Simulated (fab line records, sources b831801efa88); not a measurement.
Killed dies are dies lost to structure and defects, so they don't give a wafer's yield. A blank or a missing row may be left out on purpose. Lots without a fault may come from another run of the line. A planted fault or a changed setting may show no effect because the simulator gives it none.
Tool commonality check | flow sky130 | 12 lots, 36 wafers sampled

WHY IT WAS OPENED
At SKY_GATE_OXIDE_THK_MEAS_02 the reading GATE_OXIDE_OXIDATION_00_THK is flagged on 3 of 12 lots. Wafers without a fault read 10.30 nm, standard deviation 0.17.
Rule: a lot is flagged when every wafer of it that has a number lies more than 4 standard deviations from that mean, or none has a number. The other lots count as sound.

lot  | measured     | on            | GATE_OXIDE_OXIDATION_00_THK (nm), wafer by wafer | flag
L463 | day 13 06:58 | film_metro-02 | 10.38 10.30 10.42                                |
L464 | day 13 16:31 | film_metro-01 | 10.20 10.19 10.27                                |
L465 | day 14 00:13 | film_metro-01 | 10.31 10.45 10.40                                |
L468 | day 15 01:29 | film_metro-04 | 10.26 10.14 10.27                                |
L469 | day 15 04:05 | film_metro-01 | 10.13 10.17 10.28                                |
L470 | day 15 08:07 | film_metro-01 | 9.85 10.00 9.88                                  |
L471 | day 15 21:51 | film_metro-01 | 10.22 10.17 10.24                                |
L472 | day 16 09:24 | film_metro-02 | 10.48 10.27 10.17                                |
L477 | day 18 06:31 | film_metro-02 | 9.56 9.45 9.59                                   | FLAGGED
L478 | day 18 10:31 | film_metro-01 | 9.30 9.35 9.43                                   | FLAGGED
L479 | day 18 16:01 | film_metro-04 | 9.26 9.42 9.22                                   | FLAGGED
L484 | day 20 17:44 | film_metro-04 | 10.31 10.50 10.45                                |
The numbers of the flagged lots are 9.40 nm on average: -0.90 nm against the usual, or -5 standard deviations.

WHICH TOOL RAN EACH LOT
The record holds 1 process step before the reading, out of a route of 708 steps. In each cell: the tool, then ch and the chambers that the sampled wafers went through, then the start.
lot  | flag    | SKY_GATE_OXIDE_OXIDATION_01
L463 |         | furnace-01 ch 0, day 13 05:32
L464 |         | furnace-02 ch 0, day 13 15:07
L465 |         | furnace-02 ch 0, day 13 22:47
L468 |         | furnace-01 ch 0, day 15 00:05
L469 |         | furnace-01 ch 0, day 15 02:40
L470 |         | furnace-02 ch 0, day 15 06:43
L471 |         | furnace-02 ch 0, day 15 20:27
L472 |         | furnace-02 ch 0, day 16 07:59
L477 | FLAGGED | furnace-02 ch 0, day 18 05:06
L478 | FLAGGED | furnace-02 ch 0, day 18 09:06
L479 | FLAGGED | furnace-02 ch 0, day 18 14:36
L484 |         | furnace-01 ch 0, day 20 16:19
What these steps do:
- SKY_GATE_OXIDE_OXIDATION_01: stabilise 600 s, purge 300 s, target thk 10.268 nm.
- SKY_GATE_OXIDE_THK_MEAS_02

FLAGGED OVER TOTAL, TOOL BY TOOL (the gauges that took the reading come last)
step                        | tool          | lots run | flagged | share of the flagged lots | sound lots run after its first flagged lot
SKY_GATE_OXIDE_OXIDATION_01 | furnace-01    | 4        | 0       | none                      | -
SKY_GATE_OXIDE_OXIDATION_01 | furnace-02    | 8        | 3       | all                       | 0
SKY_GATE_OXIDE_THK_MEAS_02  | film_metro-01 | 6        | 1       | some                      | 0
SKY_GATE_OXIDE_THK_MEAS_02  | film_metro-02 | 3        | 1       | some                      | 0
SKY_GATE_OXIDE_THK_MEAS_02  | film_metro-04 | 3        | 1       | some                      | 1 (L484)

WHAT THE TABLE ALLOWS
1 row of the table ran every flagged lot: furnace-02 at SKY_GATE_OXIDE_OXIDATION_01.
- furnace-02 at SKY_GATE_OXIDE_OXIDATION_01: 3 of its 8 lots flagged. Its last sound lot is L472 (day 16 07:59), its first flagged lot L477 (day 18 05:06): a fault that began between those two fits. Its own readings lie more than 4 standard deviations out on every wafer of the flagged lots: spike_tc_centre_C, spike_tc_lower_C, spike_tc_upper_C, tube_center_temp_C, tube_center_temp_C_max.
One tool is left: furnace-02 at SKY_GATE_OXIDE_OXIDATION_01.

WHAT THE SIMULATOR HAD PUT IN
Process parameter drift: furnace-02, from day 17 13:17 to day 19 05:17, at SKY_GATE_OXIDE_OXIDATION_01. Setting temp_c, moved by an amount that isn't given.
Lots struck among those shown: L477, L478, L479. The rule above found the same.
